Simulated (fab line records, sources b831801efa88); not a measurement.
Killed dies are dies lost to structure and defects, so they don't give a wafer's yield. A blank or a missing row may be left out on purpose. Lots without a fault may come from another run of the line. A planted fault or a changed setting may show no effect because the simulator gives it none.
Which tool did it? | flow sky130 | 9 lots, 27 wafers sampled, at 4 steps of a route of 708

WHAT THE GAUGES READ, wafer by wafer
SKY_LDD_P_TW_MEAS_11. Usual: LDD_P_TW 626, standard deviation 8.4.
lot  | measured     | on            | LDD_P_TW    | flag
L630 | day 20 17:54 | film_metro-01 | 621 627 623 |
L639 | day 23 20:41 | film_metro-02 | 615 617 616 |
L641 | day 24 21:12 | film_metro-04 | 634 639 636 |
L643 | day 25 05:22 | film_metro-01 | 620 621 620 |
L645 | day 25 20:58 | film_metro-02 | 619 618 620 |
L647 | day 26 08:04 | film_metro-02 | 618 619 617 |
L646 | day 26 09:23 | film_metro-01 | 620 623 620 |
L648 | day 27 00:20 | film_metro-01 | 622 619 622 |
L650 | day 27 03:55 | film_metro-01 | 623 622 620 |

SKY_LDD_HVP_TW_MEAS_10. Usual: LDD_HVP_TW 461, standard deviation 5.7.
lot  | measured     | on            | LDD_HVP_TW  | flag
L630 | day 23 08:13 | film_metro-04 | 463 466 464 |
L639 | day 26 08:58 | film_metro-03 | 463 463 462 |
L641 | day 27 09:31 | film_metro-03 | 464 463 460 |
L643 | day 27 17:20 | film_metro-03 | 466 463 465 |
L645 | day 28 08:40 | film_metro-04 | 463 464 466 |
L647 | day 28 17:31 | film_metro-04 | 464 464 462 |
L646 | day 28 20:26 | film_metro-04 | 461 465 462 |
L648 | day 29 09:23 | film_metro-04 | 464 464 464 |
L650 | day 29 13:33 | film_metro-04 | 464 462 463 |

SKY_LDD_LDN_TW_MEAS_13. Usual: LDD_LDN_TW 1471, standard deviation 20.
lot  | measured     | on            | LDD_LDN_TW     | flag
L630 | day 24 15:04 | film_metro-03 | 1494 1495 1495 |
L639 | day 27 15:08 | film_metro-02 | 1445 1444 1450 |
L641 | day 28 14:50 | film_metro-01 | 1463 1460 1453 |
L643 | day 28 22:44 | film_metro-03 | 1501 1503 1499 |
L645 | day 29 13:22 | film_metro-01 | 1471 1470 1469 |
L647 | day 29 22:19 | film_metro-03 | 1494 1501 1490 |
L646 | day 30 01:19 | film_metro-01 | 1458 1461 1459 |
L648 | day 30 14:44 | film_metro-01 | 1457 1464 1452 |
L650 | day 30 18:10 | film_metro-03 | 1498 1493 1500 |

SKY_SPACER_THK_MEAS_01. Usual: SPACER_CVD_00_THK 43.0 nm, standard deviation 0.43.
lot  | measured     | on            | SPACER_CVD_00_THK (nm) | flag
L630 | day 24 17:23 | film_metro-01 | 44.3 44.6 44.6         | OFF
L639 | day 27 16:27 | film_metro-02 | 42.7 42.6 42.8         |
L641 | day 28 17:54 | film_metro-04 | 42.7 42.7 42.5         |
L643 | day 29 01:07 | film_metro-04 | 43.1 43.8 43.3         |
L645 | day 29 14:41 | film_metro-04 | 42.6 42.7 42.8         |
L647 | day 29 23:38 | film_metro-04 | 43.8 43.8 44.2         |
L646 | day 30 02:38 | film_metro-04 | 43.2 43.2 42.9         |
L648 | day 30 16:04 | film_metro-04 | 43.1 43.1 42.5         |
L650 | day 30 20:05 | film_metro-04 | 42.6 42.5 42.2         |

WHICH TOOL RAN EACH LOT (tool, then ch and the chambers of the sampled wafers, then the start)
The record holds no process step before these readings.

WHAT THE TOOLS THEMSELVES READ (means of the sampled wafers that have a number; where no wafer has one, the mark that the record gives instead)
The record holds no such reading with a usual standard deviation.

THE ANSWER, worked out from the rows above alone
Rule: a lot is off if the mean of its wafers that have a number lies more than 3 standard deviations from the usual mean. A lot without any number at a reading at which 4 lots or more have one is off too. The other lots that the step has rows for count as sound. The gauges are gone through in route order, then the tools' own readings, and for those a lot's mean is taken as printed above. The first step at which some lot is off is used, and at that step the reading that is off furthest; a lot without a number counts as furthest.
Off: L630, at SKY_SPACER_THK_MEAS_01 (SPACER_CVD_00_THK).
A tool fits if, at a process step before that reading, it ran every lot that is off, and no sound lot after the first of them. The gauges at SKY_SPACER_THK_MEAS_01 are tried like those tools. One fits: film_metro-01 at SKY_SPACER_THK_MEAS_01. It ran no sound lot before its first lot that is off in this sample, so the start can't be narrowed down.

WHAT THE SIMULATOR HAD PUT IN
Metrology matching offset: film_metro-01, from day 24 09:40 on, at SKY_SPACER_THK_MEAS_01. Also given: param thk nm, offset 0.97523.
Lots struck among those shown: L630. The rule above found the same.
